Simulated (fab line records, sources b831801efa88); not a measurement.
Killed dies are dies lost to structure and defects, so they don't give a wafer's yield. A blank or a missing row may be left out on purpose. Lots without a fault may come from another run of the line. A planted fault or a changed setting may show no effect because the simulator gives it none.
fab line records | flow sky130
record lots=6 wafers=17 last_day=50
route steps=708 shown SONOS_ONO@186 GATE_OXIDE@187 POLY_GATE@204 RES_PROTECT@206 PAD_OPEN@708
lots that met no fault: from a run of the same line without faults
start_h: hours from the record's first day to the start of the lot's first wafer shown | wait_h: hours since the lot's step before | " the same as in the row above | L1.1+2: a row that stands for several wafers | - no value, or no start given | * or withheld: withheld | < > ~ a bound
route shown NAME@n: a module of which the file shows steps, and the number in the route of the first | usual: mean/standard deviation of fault-free wafers | same: alike in all rows | chamber/n: place in a boat | sites: the reading at each site | _std_site: their standard deviation | _edge_site: outer sites' mean less inner sites' | radius_mm: how far each site lies from the wafer's centre | mask NAME#n: copy n | behind: the tool/chamber that last shaped the wafer | hold: why the lot was held/for how many hours/how that ended | device: the transistor (n, p or np) that didn't switch | end of line: the same wafers' tests at the end of the route | a step without rows: its recipe alone | killed: dies lost to structure and defects at the first sort, not the wafer's yield | map: a wafer's dies, x killed, . not, _ none there
set.NAME: the setting as run; set.NAME@STEP: as run at that earlier step | model.NAME: the simulator's own value behind a step, which no gauge read
lots at some steps of the route; a table a step, a row a wafer
services: from which hour (start_h, from the record's first day; less than 0 if before it) a tool's chamber was out of use, for how many hours, and why
## steps
# step SKY_SONOS_ONO_WET_ETCH_18
# recipe chemistry=H3PO4 target_depth_nm=15 target=Si3N4 temp_c=160 time_s=172
# step SKY_GATE_OXIDE_CLEAN_00
# recipe chemistry=SC1/SC2 mix=1:4:20 temp_c=70 time_s=150 dry=n2_spin
# step SKY_GATE_OXIDE_OXIDATION_01
# recipe temp_c=900 ambient=O2 stabilise_s=600 purge_s=300 target_thk_a=102.68 ox_time_s=1473
# step SKY_GATE_OXIDE_THK_MEAS_02
# recipe reads=SiO2_of_GATE_OXIDE_OXIDATION_01
# usual GATE_OXIDE_OXIDATION_00_THK=10.27/0.18
# columns lot.wafer tool chamber start_h wait_h GATE_OXIDE_OXIDATION_00_THK[nm]
L895.1 film_metro-04 - 290.05 0.0 10.44
L895.3 " - " " 10.53
L895.5 " - " " 10.53
L901.2 film_metro-01 - 336.78 0.0 10.02
L901.6 " - " " 10.09
L902.1 film_metro-01 - 345.14 0.0 10.27
L902.4 " - " " 10.22
L902.5 " - " " 10.25
L911.1 film_metro-01 - 415.38 0.0 10.17
L911.5 " - " " 10.26
L911.6 " - " " 10.29
L913.1 film_metro-04 - 429.90 0.0 10.25
L913.4 " - " " 10.21
L913.6 " - " " 10.34
L915.2 film_metro-03 - 449.34 0.0 10.22
L915.3 " - " " 10.23
L915.4 " - " " 10.36
# step SKY_GATE_OXIDE_DEHYDRATE_03
# recipe temp_c=200 time_s=60
# step SKY_GATE_OXIDE_HMDS_04
# recipe prime_time_s=60 prime_temp_c=120
# step SKY_GATE_OXIDE_COAT_05
# recipe resist=NOVOLAK spin_rpm=3000 resist_thk_nm=1140
# step SKY_GATE_OXIDE_SOFTBAKE_06
# recipe temp_c=90 time_s=60 resist=NOVOLAK
# step SKY_GATE_OXIDE_EXPOSE_07
# recipe mask_id=LVOM na=0.6 source_shape=conventional sigma_outer=0.6 polarization=unpolarized target_cd_nm=600 dose_mj=170
# step SKY_GATE_OXIDE_PEB_08
# recipe temp_c=withheld time_s=* resist=NOVOLAK
# step SKY_GATE_OXIDE_DEVELOP_09
# recipe resist=NOVOLAK developer=TMAH develop_time_s=60 dev_temp_c=23
# step SKY_GATE_OXIDE_OVL_MEAS_10
# usual GATE_OXIDE_OVL=-1.0/1.6
# columns lot.wafer tool chamber start_h wait_h GATE_OXIDE_OVL[nm]
L895.1 overlay-01 - 315.34 0.1 -2.9
L895.3 " - " " -2.1
L895.5 " - " " -3.4
L901.2 overlay-01 - 363.60 0.1 -3.4
L901.6 " - " " -2.0
L902.1 overlay-02 - 372.16 0.1 -0.6
L902.4 " - " " 0.2
L902.5 " - " " -0.9
L911.1 overlay-02 - 445.54 0.1 -1.1
L911.5 " - " " -3.4
L911.6 " - " " -2.5
L913.1 overlay-01 - 460.69 0.1 0.2
L913.4 " - " " 0.5
L913.6 " - " " -0.6
L915.2 overlay-01 - 479.91 0.1 -2.3
L915.3 " - " " -2.5
L915.4 " - " " -0.9
# step SKY_GATE_OXIDE_IMPLANT_11
# recipe species=B energy_kev=10 dose_cm2=2.6e+12 tilt_deg=withheld
# usual beam_energy_keV=10.000/0.0035
# columns lot.wafer tool chamber start_h wait_h beam_energy_keV
L895.1 implanter-01 0 315.38 0.0 9.999
L895.3 " 0 " " 10.000
L895.5 " 0 " " 9.997
L901.2 implanter-02 0 363.65 0.0 10.003
L901.6 " 0 " " 10.000
L902.1 implanter-02 0 372.19 0.0 10.001
L902.4 " 0 " " 10.002
L902.5 " 0 " " 10.003
L911.1 implanter-01 0 445.58 0.0 9.994
L911.5 " 0 " " 9.999
L911.6 " 0 " " 9.997
L913.1 implanter-02 0 460.73 0.0 10.001
L913.4 " 0 " " 10.002
L913.6 " 0 " " 10.003
L915.2 implanter-04 0 479.97 0.0 9.995
L915.3 " 0 " " 9.997
L915.4 " 0 " " 9.992
# step SKY_GATE_OXIDE_WET_ETCH_12
# recipe chemistry=dHF target_depth_nm=16.8 dry=n2_spin target=SiO2 dilution=100:1 temp_c=25 time_s=336
# step SKY_GATE_OXIDE_STRIP_13
# recipe chemistry=O2/N2 power_w=1400 pressure_mtorr=1500 platen_temp_c=withheld o2_flow_sccm=3000 n2_flow_sccm=300 overash_fraction=0.5
# usual chamber_pressure_mTorr=1499.9/1.3 drypump_motor_current_A=5.7/0.44 n2_flow_sccm=300.0/0.88 oes_product_au=0.716/0.004 strip_time_to_endpoint_s=14.17/0.04
# columns lot.wafer tool chamber start_h wait_h chamber_pressure_mTorr drypump_motor_current_A n2_flow_sccm oes_product_au rf_hours_counter_h strip_time_to_endpoint_s
L895.1 plasma_asher-03 0 315.63 0.0 1499.8 5.3 300.9 0.723 61 14.16
L895.3 " 0 " " 1502.4 5.3 301.4 0.715 - 14.12
L895.5 " 0 " " 1498.4 5.3 300.0 0.719 - 14.15
L901.2 plasma_asher-03 1 363.88 0.0 1501.3 5.7 299.5 0.721 65 14.20
L901.6 " 0 " " 1501.9 5.3 297.6 0.717 - 14.18
L902.1 plasma_asher-04 1 372.45 0.0 1498.5 5.7 300.7 0.716 54 14.25
L902.4 " 1 " " 1500.2 5.7 299.7 0.709 - 14.24
L902.5 " 1 " " 1500.2 5.7 300.7 0.716 - 14.23
L911.1 plasma_asher-04 1 445.83 0.0 1501.9 5.7 300.2 0.717 61 14.18
L911.5 " 1 " " 1500.9 5.7 300.8 0.715 - 14.21
L911.6 " 0 " " 1501.9 5.2 301.5 0.710 - 14.22
L913.1 plasma_asher-03 0 460.98 0.0 1500.4 5.3 300.2 0.714 3 14.09
L913.4 " 0 " " 1499.9 5.3 301.0 0.708 - 14.13
L913.6 " 1 " " 1502.0 5.7 300.2 0.718 - 14.12
L915.2 plasma_asher-02 1 480.19 0.0 1499.8 6.4 299.5 0.710 80 14.25
L915.3 " 1 " " 1499.0 6.5 299.0 0.719 - 14.20
L915.4 " 0 " " 1498.9 6.3 299.7 0.717 - 14.18
# step SKY_GATE_OXIDE_TW_MEAS_14
# usual GATE_OXIDE_TW=225.3/1.8
# columns lot.wafer tool chamber start_h wait_h GATE_OXIDE_TW
L895.1 film_metro-01 - 315.73 0.1 228.0
L895.3 " - " " 227.3
L895.5 " - " " 228.0
L901.2 film_metro-03 - 363.99 0.1 223.9
L901.6 " - " " 223.8
L902.1 film_metro-01 - 372.55 0.1 228.4
L902.4 " - " " 227.0
L902.5 " - " " 228.0
L911.1 film_metro-03 - 445.93 0.1 224.3
L911.5 " - " " 223.2
L911.6 " - " " 224.1
L913.1 film_metro-03 - 461.08 0.1 224.2
L913.4 " - " " 223.4
L913.6 " - " " 222.9
L915.2 film_metro-01 - 480.30 0.1 226.6
L915.3 " - " " 228.2
L915.4 " - " " 227.0
# step SKY_GATE_OXIDE_CLEAN_15
# recipe chemistry=SC1/SC2 mix=1:4:20 temp_c=70 time_s=150 dry=n2_spin
# step SKY_GATE_OXIDE_OXIDATION_16
# recipe temp_c=800 ambient=O2 idle_temp_c=700 ramp_up_c_per_min=10 ramp_down_c_per_min=3 stabilise_s=600 purge_s=300 target_thk_a=35.7 ox_time_s=1915
# step SKY_POLY_GATE_CVD_00
# recipe material=poly-Si target_thk_nm=180 temp_c=620 time_s=720 pressure_mtorr=200
# step SKY_POLY_GATE_THK_MEAS_01
# recipe reads=poly-Si_of_POLY_GATE_CVD_00
# usual POLY_GATE_CVD_00_THK=179.7/1.7
# columns lot.wafer tool chamber start_h wait_h POLY_GATE_CVD_00_THK[nm]
L895.1 film_metro-04 - 319.17 0.0 180.4
L895.3 " - " " 180.3
L895.5 " - " " 179.5
L901.2 film_metro-03 - 366.88 0.0 178.1
L901.6 " - " " 179.6
L902.1 film_metro-04 - 376.48 0.0 179.8
L902.4 " - " " 179.6
L902.5 " - " " 180.1
L911.1 film_metro-04 - 449.12 0.0 180.9
L911.5 " - " " 180.7
L911.6 " - " " 180.1
L913.1 film_metro-03 - 464.28 0.0 177.6
L913.4 " - " " 177.8
L913.6 " - " " 179.1
L915.2 film_metro-03 - 483.15 0.0 176.7
L915.3 " - " " 176.3
L915.4 " - " " 176.2
# step SKY_RES_PROTECT_DEHYDRATE_00
# recipe temp_c=200 time_s=60
# step SKY_RES_PROTECT_HMDS_01
# recipe prime_time_s=60 prime_temp_c=120
# step SKY_RES_PROTECT_COAT_02
# recipe resist=NOVOLAK spin_rpm=3000 resist_thk_nm=1140
# step SKY_RES_PROTECT_SOFTBAKE_03
# recipe temp_c=90 time_s=60 resist=NOVOLAK
# step SKY_RES_PROTECT_EXPOSE_04
# recipe mask_id=RPM na=0.6 source_shape=conventional sigma_outer=0.6 polarization=unpolarized target_cd_nm=1270 dose_mj=131
# step SKY_RES_PROTECT_PEB_05
# recipe temp_c=withheld time_s=* resist=NOVOLAK
# step SKY_RES_PROTECT_DEVELOP_06
# recipe resist=NOVOLAK developer=TMAH develop_time_s=60 dev_temp_c=23
# step SKY_POLY_GATE_IMPLANT_02
# recipe species=P energy_kev=30 dose_cm2=7.7e+15 tilt_deg=0
# step SKY_RES_PROTECT_STRIP_07
# recipe chemistry=O2/N2 power_w=1400 pressure_mtorr=1500 platen_temp_c=withheld o2_flow_sccm=3000 n2_flow_sccm=300 overash_fraction=0.5
# usual chamber_pressure_mTorr=1499.9/1.3 drypump_motor_current_A=5.7/0.42 n2_flow_sccm=300.0/0.96 oes_product_au=0.518/0.0044 strip_time_to_endpoint_s=23.29/0.043
# columns lot.wafer tool chamber start_h wait_h chamber_pressure_mTorr drypump_motor_current_A n2_flow_sccm oes_product_au rf_hours_counter_h strip_time_to_endpoint_s
L895.1 plasma_asher-01 1 344.90 0.1 1499.4 5.5 300.7 0.519 23 23.31
L895.3 " 0 " " 1498.0 5.5 299.1 0.518 - 23.30
L895.5 " 0 " " 1501.4 5.5 301.8 0.521 - 23.34
L901.2 plasma_asher-03 0 395.45 0.1 1501.4 5.3 299.1 0.522 68 23.20
L901.6 " 1 " " 1499.6 5.7 301.0 0.515 - 23.24
L902.1 plasma_asher-01 1 405.59 0.1 1498.9 5.5 300.9 0.515 29 23.25
L902.4 " 0 " " 1497.9 5.5 301.1 0.521 - 23.29
L902.5 " 1 " " 1499.7 5.5 301.1 0.517 - 23.29
L911.1 plasma_asher-02 0 480.00 0.1 1502.0 6.3 300.1 0.514 80 23.36
L911.5 " 0 " " 1500.8 6.3 300.0 0.522 - 23.32
L911.6 " 1 " " 1500.4 6.4 299.8 0.520 - 23.35
L913.1 plasma_asher-02 1 495.24 0.1 1496.5 6.5 300.7 0.519 82 23.26
L913.4 " 1 " " 1500.5 6.5 300.7 0.514 - 23.29
L913.6 " 0 " " 1500.3 6.3 298.7 0.520 - 23.29
L915.2 plasma_asher-03 0 513.84 0.1 1498.4 5.3 298.9 0.513 9 23.28
L915.3 " 0 " " 1502.4 5.3 299.1 0.514 - 23.27
L915.4 " 1 " " 1497.2 5.7 299.9 0.513 - 23.26
# step SKY_RES_PROTECT_TW_MEAS_08
# usual POLY_GATE_TW=4065/29
# columns lot.wafer tool chamber start_h wait_h POLY_GATE_TW
L895.1 film_metro-02 - 345.00 0.1 4029
L895.3 " - " " 4034
L895.5 " - " " 4033
L901.2 film_metro-04 - 395.56 0.1 4055
L901.6 " - " " 4020
L902.1 film_metro-04 - 405.69 0.1 4056
L902.4 " - " " 4038
L902.5 " - " " 4049
L911.1 film_metro-01 - 480.10 0.1 4086
L911.5 " - " " 4076
L911.6 " - " " 4077
L913.1 film_metro-01 - 495.34 0.1 4089
L913.4 " - " " 4082
L913.6 " - " " 4089
L915.2 film_metro-01 - 513.95 0.1 4104
L915.3 " - " " 4091
L915.4 " - " " 4098
# step SKY_RES_PROTECT_CLEAN_09
# recipe chemistry=SC1/SC2 mix=1:4:20 temp_c=70 time_s=150 dry=n2_spin
# step SKY_POLY_GATE_CVD_03
# recipe material=Si3N4 precursor=DCS/NH3 target_thk_nm=75 temp_c=770 time_s=1290 pressure_mtorr=250
# step SKY_POLY_GATE_THK_MEAS_04
# recipe reads=Si3N4_of_POLY_GATE_CVD_03
# usual POLY_GATE_CVD_03_THK=74.9/0.6
# columns lot.wafer tool chamber start_h wait_h POLY_GATE_CVD_03_THK[nm]
L895.1 film_metro-04 - 348.87 0.0 75.7
L895.3 " - " " 75.6
L895.5 " - " " 75.9
L901.2 film_metro-03 - 397.25 0.0 75.1
L901.6 " - " " 74.4
L902.1 film_metro-04 - 407.16 0.0 74.5
L902.4 " - " " 74.8
L902.5 " - " " 74.8
L911.1 film_metro-03 - 481.57 0.0 75.4
L911.5 " - " " 75.1
L911.6 " - " " 75.5
L913.1 film_metro-03 - 497.87 0.0 74.4
L913.4 " - " " 74.8
L913.6 " - " " 74.1
L915.2 film_metro-04 - 516.10 0.0 75.0
L915.3 " - " " 75.4
L915.4 " - " " 74.9
# step SKY_POLY_GATE_DEHYDRATE_05
# recipe temp_c=200 time_s=60
# step SKY_POLY_GATE_HMDS_06
# recipe prime_time_s=60 prime_temp_c=120
# step SKY_POLY_GATE_COAT_07
# recipe resist=BARC temp_c=withheld time_s=withheld spin_rpm=3000 resist_thk_nm=110
# step SKY_POLY_GATE_COAT_08
# recipe resist=KrF-thick spin_rpm=3000 resist_thk_nm=450
# step SKY_POLY_GATE_SOFTBAKE_09
# recipe temp_c=100 time_s=90 resist=KrF-thick
# step SKY_POLY_GATE_EXPOSE_10
# recipe mask_id=P1M na=0.68 source_shape=conventional sigma_outer=0.6 target_cd_nm=150 dose_mj=28
# step SKY_POLY_GATE_PEB_11
# recipe peb_temp_c=withheld peb_time_s=withheld resist=KrF-thick
# step SKY_POLY_GATE_DEVELOP_12
# recipe develop_time_s=60 resist=KrF-thick dev_temp_c=21
# step SKY_POLY_GATE_CD_MEAS_13
# recipe target_cd_nm=150
# usual cd_nm=150.3/1.3
# columns lot.wafer tool chamber start_h wait_h cd_nm
L895.1 cd_sem-01 - 376.20 - 150.4
L895.3 " - " " 149.3
L895.5 " - " " 149.1
L901.2 cd_sem-02 - 426.62 - 149.7
L901.6 " - " " 150.7
L902.1 cd_sem-02 - 437.20 - 151.5
L902.4 " - " " 150.6
L902.5 " - " " 152.0
L911.1 cd_sem-01 - 511.81 - 148.5
L911.5 " - " " 149.5
L911.6 " - " " 149.5
L913.1 cd_sem-02 - 528.24 - 149.6
L913.4 " - " " 149.7
L913.6 " - " " 148.1
L915.2 cd_sem-01 - 546.32 - 151.7
L915.3 " - " " 150.5
L915.4 " - " " 151.5
# step SKY_PAD_OPEN_PROBE_99
# usual killed_at_M0_to_M3=45/6.9 killed_at_M4_up=3.1/1.7 killed_at_contacts=24/5.7 killed_at_front_end=15/4.6 killed_at_other=0.3/0.57 killed_dies=87/10 killed_open=48/7.4 killed_short=39/6.7
# same gross_dies=492 killed_at_back_side=0
# columns lot.wafer tool chamber start_h wait_h killed_at_M0_to_M3 killed_at_M4_up killed_at_contacts killed_at_front_end killed_at_other killed_dies killed_open killed_short model.etest.pfet_01v8.drive_ua_um_range model.etest.pfet_01v8_lvt.vt_v_range model.etest.pfet_01v8.vt_v_range model.etest.nfet_01v8.vt_v_range
L895.1 prober-02 - 1084.41 0.1 47 2 33 14 1 97 53 44 7.922 0.01365 0.009402 0.01129
L895.3 prober-02 - 1084.51 0.2 31 1 29 17 0 78 50 28 4.795 0.009576 0.008838 0.009111
L895.5 prober-02 - 1084.61 0.2 44 5 29 14 1 93 52 41 8.429 0.01831 0.0133 0.01206
L901.2 prober-01 - 1118.82 0.1 52 3 15 12 0 82 40 42 4.963 0.01717 0.009825 0.01188
L901.6 prober-01 - 1119.02 0.2 46 2 24 11 0 83 43 40 15.98 0.119 0.04506 0.01572
L902.1 prober-02 - 1120.71 0.1 34 3 22 26 0 85 36 49 4.707 0.1058 0.04619 0.02477
L902.4 prober-02 - 1120.86 0.2 42 2 14 19 0 77 47 30 5.656 0.01067 0.01732 0.01324
L902.5 prober-02 - 1120.91 0.2 45 3 26 24 0 98 53 45 7.897 0.01523 0.008835 0.01669
L911.1 prober-01 - 1169.31 0.1 47 5 28 17 0 97 54 43 5.988 0.0137 0.008649 0.009972
L911.5 prober-01 - 1169.51 0.2 38 1 25 16 1 81 40 41 4.418 0.0102 0.01022 0.01066
L911.6 prober-01 - 1169.56 0.2 43 3 24 11 0 81 53 28 6.853 0.01045 0.009964 0.01215
L913.1 prober-01 - 1180.52 0.1 42 1 22 17 1 83 47 36 6.193 0.02409 0.01214 0.01194
L913.4 prober-01 - 1180.67 0.2 45 3 25 12 0 85 47 38 9.326 0.01945 0.01856 0.0112
L913.6 prober-01 - 1180.77 0.2 52 5 27 12 0 96 51 45 7.434 0.02306 0.01026 0.01114
L915.2 prober-01 - 1192.17 0.1 52 8 14 12 0 86 50 36 6.618 0.02241 0.01303 0.006515
L915.3 prober-01 - 1192.22 0.2 39 3 23 16 1 82 47 35 6.531 0.01553 0.008547 0.004488
L915.4 prober-01 - 1192.27 0.2 52 3 20 11 0 86 47 39 4.428 0.02892 0.01348 0.01065
# killed by level:class
L895.1 VIA1:geometric_particle:open=11 CONTACT:geometric_particle:open=11 CONTACT:geometric_particle:short=8 METAL1:geometric_particle:short=7 LI_CONTACT:geometric_particle:open=6 METAL2:geometric_particle:short=6 VIA3:geometric_particle:open=6 VIA2:geometric_particle:open=5
L895.3 CONTACT:geometric_particle:open=14 LI_CONTACT:geometric_particle:open=7 CONTACT:geometric_particle:short=7 FIELD_ISO:geometric_particle:open=5 VIA1:geometric_particle:open=5 METAL2:geometric_particle:open=4 METAL1:geometric_particle:short=4 VIA3:geometric_particle:open=4
L895.5 VIA1:geometric_particle:open=12 LI_CONTACT:geometric_particle:open=9 CONTACT:geometric_particle:open=8 VIA3:geometric_particle:open=8 CONTACT:geometric_particle:short=7 FIELD_ISO:geometric_particle:open=5 FIELD_ISO:geometric_particle:short=5 METAL1:geometric_particle:short=5
L901.2 VIA1:geometric_particle:open=19 METAL2:geometric_particle:short=7 CONTACT:geometric_particle:short=6 METAL1:geometric_particle:short=5 VIA2:geometric_particle:open=5 VIA3:geometric_particle:open=4 VIA1:geometric_particle:short=3 POLY_GATE:geometric_particle:short=3
L901.6 CONTACT:geometric_particle:open=12 VIA1:geometric_particle:short=9 VIA1:geometric_particle:open=9 METAL2:geometric_particle:short=7 METAL1:geometric_particle:short=6 VIA2:geometric_particle:open=6 VIA3:geometric_particle:open=6 CONTACT:geometric_particle:short=5
L902.1 POLY_GATE:geometric_particle:open=8 FIELD_ISO:geometric_particle:short=7 CONTACT:geometric_particle:open=6 METAL2:geometric_particle:short=6 FIELD_ISO:geometric_particle:open=5 POLY_GATE:geometric_particle:short=5 LI_CONTACT:geometric_particle:open=5 METAL1:geometric_particle:short=5
L902.4 VIA1:geometric_particle:open=11 VIA3:geometric_particle:open=9 FIELD_ISO:geometric_particle:open=7 VIA2:geometric_particle:open=7 LOCAL_INTERCONNECT:geometric_particle:short=7 POLY_GATE:geometric_particle:open=4 FIELD_ISO:geometric_particle:short=3 CONTACT:geometric_particle:open=3
L902.5 VIA1:geometric_particle:open=10 CONTACT:geometric_particle:open=9 VIA3:geometric_particle:open=8 METAL1:geometric_particle:short=8 POLY_GATE:geometric_particle:open=7 VIA1:geometric_particle:short=7 CONTACT:geometric_particle:short=6 VIA2:geometric_particle:open=5
L911.1 VIA1:geometric_particle:open=16 CONTACT:geometric_particle:open=14 METAL2:geometric_particle:short=8 CONTACT:geometric_particle:short=7 POLY_GATE:geometric_particle:open=6 POLY_GATE:geometric_particle:short=5 METAL1:geometric_particle:short=4 VIA1:geometric_particle:short=4
L911.5 VIA1:geometric_particle:open=10 CONTACT:geometric_particle:open=8 CONTACT:geometric_particle:short=7 FIELD_ISO:geometric_particle:open=6 METAL1:geometric_particle:short=6 FIELD_ISO:geometric_particle:short=5 VIA3:geometric_particle:short=4 LI_CONTACT:geometric_particle:open=4
L911.6 CONTACT:geometric_particle:open=13 VIA1:geometric_particle:open=11 VIA3:geometric_particle:open=10 METAL1:geometric_particle:short=6 VIA2:geometric_particle:open=5 POLY_GATE:geometric_particle:short=4 METAL4:geometric_particle:short=3 POLY_GATE:geometric_particle:open=3
L913.1 METAL1:geometric_particle:short=10 LI_CONTACT:geometric_particle:open=7 CONTACT:geometric_particle:open=7 VIA2:geometric_particle:open=7 FIELD_ISO:geometric_particle:open=6 VIA1:geometric_particle:open=6 METAL2:geometric_particle:short=4 VIA3:geometric_particle:open=4
L913.4 VIA2:geometric_particle:open=11 CONTACT:geometric_particle:open=10 LI_CONTACT:geometric_particle:open=6 VIA1:geometric_particle:open=5 METAL1:geometric_particle:short=5 FIELD_ISO:geometric_particle:open=4 VIA1:geometric_particle:short=4 METAL2:geometric_particle:short=4
L913.6 VIA1:geometric_particle:open=12 CONTACT:geometric_particle:open=9 VIA2:geometric_particle:open=9 METAL1:geometric_particle:short=9 LI_CONTACT:geometric_particle:open=6 LOCAL_INTERCONNECT:geometric_particle:short=5 VIA2:geometric_particle:short=5 FIELD_ISO:geometric_particle:short=4
L915.2 VIA1:geometric_particle:open=14 METAL2:geometric_particle:short=9 METAL1:geometric_particle:short=7 VIA2:geometric_particle:open=7 VIA3:geometric_particle:open=6 CONTACT:geometric_particle:short=5 CONTACT:geometric_particle:open=5 METAL4:geometric_particle:short=5
L915.3 VIA1:geometric_particle:open=14 VIA3:geometric_particle:open=9 CONTACT:geometric_particle:open=7 FIELD_ISO:geometric_particle:open=5 VIA1:geometric_particle:short=5 FIELD_ISO:geometric_particle:short=4 LI_CONTACT:geometric_particle:short=4 LI_CONTACT:geometric_particle:open=4
L915.4 VIA2:geometric_particle:open=9 CONTACT:geometric_particle:open=8 VIA1:geometric_particle:open=7 VIA2:geometric_particle:short=6 LI_CONTACT:geometric_particle:open=5 VIA3:geometric_particle:short=5 VIA1:geometric_particle:short=5 VIA3:geometric_particle:open=5
## services
# columns tool chamber start_h hours kind
plasma_asher-03 - 316.40 4.0 repair
plasma_asher-03 - 342.75 1.3 repair
implanter-01 - 343.38 2.8 pm
implanter-01 - 347.49 18.3 repair
plasma_asher-01 - 349.76 0.4 repair
implanter-02 - 352.18 2.1 repair
implanter-02 - 356.47 0.7 repair
implanter-04 - 367.96 2.2 repair
implanter-01 - 368.87 4.9 pm
plasma_asher-04 - 393.46 4.5 repair
implanter-02 - 395.81 1.4 repair
implanter-04 - 407.21 2.8 repair
plasma_asher-03 - 421.25 9.0 pm
plasma_asher-03 0 421.25 9.0 vent_cycle
plasma_asher-03 1 421.25 9.0 vent_cycle
plasma_asher-03 0 430.25 - clean
plasma_asher-03 1 430.25 - clean
implanter-04 - 441.18 2.7 repair
implanter-02 - 444.63 2.2 pm
implanter-04 - 453.78 2.3 repair
plasma_asher-04 - 459.72 28.1 pm
plasma_asher-01 - 487.32 1.2 repair
## key
first_sign none at tools or gauges
model_effect step=SKY_PAD_OPEN_PROBE_99 value=etest.pfet_01v8.drive_ua_um_range without=8.056 struck=10.34
met_at SKY_GATE_OXIDE_IMPLANT_11
struck_wafers L901.6,L902.1
tester_left_out L901,L902
fault kind=process_parameter_drift tool=implanter-02 chamber=- onset_h=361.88 steps=SKY_GATE_OXIDE_IMPLANT_11 channel=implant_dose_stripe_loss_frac offset=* shape=step end_h=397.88 scope=struck_wafers_only
# tester_left_out: of these lots the tester's yield and bins aren't shown, on N5 and GAA mostly nor the transistor test; their killed dies are dies lost to structure and defects alone, not to doping, threshold or leakage, so they don't give the yield
